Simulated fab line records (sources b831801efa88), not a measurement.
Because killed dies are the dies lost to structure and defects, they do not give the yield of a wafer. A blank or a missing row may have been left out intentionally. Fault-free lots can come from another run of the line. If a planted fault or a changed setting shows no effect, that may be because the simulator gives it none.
Which of the tools did it? | flow gf180mcu | 15 lots with 45 wafers sampled at 6 steps, on a route of 602 steps

## WHAT THE GAUGES SHOWED, per wafer
GF_POLY_GATE_OVL_MEAS_11. Usual: POLY_GATE_OVL typically reads -3 nm, with standard deviation 5.6.
lot  | measured     | on         | POLY_GATE_OVL (nm) | flag
L162 | day 9 05:46  | overlay-02 | -3 -5 4            |
L163 | day 9 10:44  | overlay-01 | -2 1 -3            |
L165 | day 9 23:41  | overlay-02 | 9 5 2              |
L168 | day 10 23:12 | overlay-02 | 2 -1 -4            |
L169 | day 11 02:31 | overlay-01 | 0 0 2              |
L170 | day 11 16:39 | overlay-02 | -4 -3 -6           |
L171 | day 11 19:54 | overlay-02 | -6 -6 -6           |
L172 | day 12 05:40 | overlay-02 | -3 -7 -5           |
L173 | day 12 10:14 | overlay-01 | -10 -11 -8         |
L174 | day 12 16:31 | overlay-02 | 8 -1 -10           |
L175 | day 12 23:13 | overlay-02 | -6 -4 -9           |
L178 | day 14 02:46 | overlay-02 | -9 -16 -8          |
L179 | day 14 03:07 | overlay-01 | 1 -3 2             |
L180 | day 14 18:50 | overlay-01 | 2 0 4              |
L185 | day 16 05:55 | overlay-01 | -11 -13 -13        |

GF_HV_LDD_OVL_MEAS_32. Usual: HV_LDD_02_OVL typically reads 0.0 nm, with standard deviation 1.1.
lot  | measured     | on         | HV_LDD_02_OVL (nm) | flag
L162 | day 11 15:05 | overlay-01 | 0.8 1.6 -0.9       |
L163 | day 11 19:32 | overlay-01 | -0.8 0.9 -0.7      |
L165 | day 12 10:26 | overlay-02 | 0.5 -0.5 -0.9      |
L168 | day 13 11:35 | overlay-02 | 0.9 1.1 -0.2       |
L169 | day 13 14:43 | overlay-01 | 1.1 1.0 0.1        |
L170 | day 14 06:17 | overlay-01 | -1.4 -0.5 -1.7     |
L171 | day 14 11:17 | overlay-02 | 0.6 2.1 1.1        |
L172 | day 14 20:20 | overlay-02 | 0.0 0.3 0.8        |
L173 | day 15 02:45 | overlay-02 | 2.0 0.6 1.0        |
L174 | day 15 07:50 | overlay-01 | 1.2 1.0 -1.6       |
L175 | day 15 16:37 | overlay-01 | 0.3 0.0 -1.0       |
L178 | day 16 23:07 | overlay-01 | -0.4 -0.5 0.8      |
L179 | day 17 00:05 | overlay-02 | -1.8 -1.1 0.5      |
L180 | day 17 15:08 | overlay-02 | -1.2 -1.1 -2.5     |
L185 | day 19 06:43 | overlay-01 | 0.3 0.9 0.8        |

GF_HV_LDD_TW_MEAS_38. Usual: HV_LDD_3_TW typically reads 1447, with standard deviation 6.7.
lot  | measured     | on            | HV_LDD_3_TW                   | flag
L162 | day 11 15:49 | film metro-04 | 1447 1442 1446                |
L163 | day 11 20:16 | film metro-03 | 1444 1440 1439                |
L165 | day 12 11:10 | film metro-04 | 1456 1437 1454                |
L168 | day 13 12:19 | film metro-03 | 1443 1449 1453                |
L169 | day 13 19:04 | film metro-04 | 1452 1451 1462                |
L170 | day 14 07:01 | film metro-03 | 1435 1431 1434                |
L171 | day 14 12:02 | film metro-04 | 1452 1458 1468                |
L172 | day 14 21:05 | film metro-03 | 1437 1437 1445                |
L173 | day 15 03:29 | film metro-01 | 1446 1446 1449                |
L174 | day 15 08:34 | film metro-04 | 1447 1447 1448                |
L175 | day 15 17:20 | film metro-01 | 1440 1455 1444                |
L178 | day 16 23:50 | film metro-03 | 1314 1312 1323 1322 1320 1315 | OFF
L179 | day 17 00:49 | film metro-01 | 1320 1327 1325 1331 1335 1328 | OFF
L180 | day 17 15:53 | film metro-04 | 1324 1324 1319 1318 1323 1319 | OFF
L185 | day 19 07:28 | film metro-03 | 1443 1444 1450                |

GF_HV_LDD_RS_MEAS_53: measures by four-point-probe. Usual: HV_LDD_RS typically reads 418.3 ohm/sq, with standard deviation 1.1.
lot  | measured     | on            | HV_LDD_RS (ohm/sq)                  | flag
L162 | day 12 11:47 | film metro-03 | 418.9 419.6 419.7                   |
L163 | day 12 16:02 | film metro-04 | 418.9 418.0 420.5                   |
L165 | day 13 07:13 | film metro-01 | 418.4 417.7 418.0                   |
L168 | day 14 09:34 | film metro-04 | 417.5 416.9 417.9                   |
L169 | day 14 16:13 | film metro-01 | 417.5 418.2 417.0                   |
L170 | day 15 04:26 | film metro-03 | 418.6 418.7 417.1                   |
L171 | day 15 09:55 | film metro-04 | 420.0 419.6 419.8                   |
L172 | day 15 19:05 | film metro-04 | 419.2 419.1 419.7                   |
L173 | day 16 02:34 | film metro-04 | 418.6 417.6 418.0                   |
L174 | day 16 06:28 | film metro-04 | 419.0 418.4 420.2                   |
L175 | day 16 14:34 | film metro-01 | 416.9 416.7 417.4                   |
L178 | day 17 23:05 | film metro-03 | 437.1 438.1 437.7 438.0 438.6 437.0 | OFF
L179 | day 18 01:01 | film metro-03 | 440.2 439.6 439.2 440.0 439.2 439.4 | OFF
L180 | day 18 15:37 | film metro-04 | 439.3 439.3 439.2 440.6 439.5 439.6 | OFF
L185 | day 20 08:27 | film metro-04 | 418.2 418.4 417.6                   |

GF_NSD_CD_MEAS_07: target cd 400 nm. Usual: cd nm at 399.6 nm, with a standard deviation of 2.5.
lot  | measured     | on        | cd nm (nm)        | flag
L162 | day 13 10:16 | cd sem-02 | 400.2 399.2 401.4 |
L163 | day 13 13:59 | cd sem-02 | 400.1 402.3 403.7 |
L165 | day 14 05:47 | cd sem-02 | 398.8 396.7 397.7 |
L168 | day 15 09:55 | cd sem-01 | 395.9 396.4 397.1 |
L169 | day 15 16:16 | cd sem-02 | 399.0 398.5 399.1 |
L170 | day 16 04:31 | cd sem-01 | 401.0 398.3 401.2 |
L171 | day 16 10:36 | cd sem-02 | 403.5 403.6 403.7 |
L172 | day 16 18:50 | cd sem-02 | 396.5 394.2 394.6 |
L173 | day 17 04:53 | cd sem-02 | 400.0 397.2 399.2 |
L174 | day 17 07:29 | cd sem-01 | 399.0 400.1 398.4 |
L175 | day 17 15:22 | cd sem-01 | 399.6 399.7 398.7 |
L185 | day 21 11:17 | cd sem-02 | 403.0 402.1 400.3 |

## WHICH TOOL RAN EACH LOT (tool, then ch and the chambers of the sampled wafers, then the start)
lot  | GF_HV_LDD_IMPLANT_36
L162 | implanter-02 ch 0, day 11 15:34
L163 | implanter-01 ch 0, day 11 20:01
L165 | implanter-01 ch 0, day 12 10:55
L168 | implanter-03 ch 0, day 13 12:04
L169 | implanter-02 ch 0, day 13 18:49
L170 | implanter-01 ch 0, day 14 06:46
L171 | implanter-02 ch 0, day 14 11:48
L172 | implanter-01 ch 0, day 14 20:51
L173 | implanter-03 ch 0, day 15 03:17
L174 | implanter-03 ch 0, day 15 08:20
L175 | implanter-01 ch 0, day 15 17:05
L178 | implanter-02, day 16 23:35
L179 | implanter-03, day 17 00:34
L180 | implanter-01, day 17 15:38
L185 | implanter-02 ch 0, day 19 07:14
- GF_HV_LDD_IMPLANT_36

## AS READ BY THE TOOLS THEMSELVES (means over the sampled wafers that have a number; for cases with no such wafer, the mark the record gives instead)
GF_HV_LDD_IMPLANT_36. Usual: beam energy keV 60.000, standard deviation 0.017; beam on s 10.01 s, standard deviation 0.23; end station pressure torr 5.05e-06 Torr, standard deviation 2.7e-07.
lot  | tool         | beam energy keV | beam on s (s) | end station pressure torr (Torr) | flag
L162 | implanter-02 | 60.016          | 10.17         | 4.93e-06                         |
L163 | implanter-01 | 59.988          | 9.95          | 5.16e-06                         |
L165 | implanter-01 | 59.995          | 10.02         | 4.96e-06                         |
L168 | implanter-03 | 60.008          | 10.14         | 5.19e-06                         |
L169 | implanter-02 | 60.004          | 9.81          | 5.22e-06                         |
L170 | implanter-01 | 60.013          | 10.21         | 5.28e-06                         |
L171 | implanter-02 | 59.999          | 10.02         | 4.79e-06                         |
L172 | implanter-01 | 59.972          | 10.03         | 5.05e-06                         |
L173 | implanter-03 | 59.987          | 9.92          | 5.20e-06                         |
L174 | implanter-03 | 59.993          | 10.14         | 5.08e-06                         |
L175 | implanter-01 | 59.989          | 10.02         | 5.01e-06                         |
L178 | implanter-02 | -               | -             | -                                | OFF
L179 | implanter-03 | -               | -             | -                                | OFF
L180 | implanter-01 | -               | -             | -                                | OFF
L185 | implanter-02 | 60.001          | 10.29         | 5.08e-06                         |

## THE ANSWER, worked out from the rows above alone
Rule: lot off if the mean of its wafers having a number is beyond 3 standard deviations from the usual mean. Also off: a lot with no number at a reading for which 4 or more lots have one. Where the step has rows for the other lots, those lots are counted as sound. Order of review: gauges by route order, followed by the tools' own readings, for which a lot's mean as printed above is used. The first step at which some lot is off is used, and at that step the reading that is off furthest; a lot without a number counts as furthest.
Off: L178, L179, L180, at GF_HV_LDD_TW_MEAS_38 (HV_LDD_3_TW).
A tool fits if, at a process step before that reading, it ran every lot that is off, and no sound lot after the first of them. Not tried: the gauges at GF_HV_LDD_TW_MEAS_38; whatever is off there is also off at GF_HV_LDD_IMPLANT_36, on other tools, and gauge error can't account for it. Not one of the candidates tried fits.

## WHAT HAD BEEN PUT IN BY THE SIMULATOR
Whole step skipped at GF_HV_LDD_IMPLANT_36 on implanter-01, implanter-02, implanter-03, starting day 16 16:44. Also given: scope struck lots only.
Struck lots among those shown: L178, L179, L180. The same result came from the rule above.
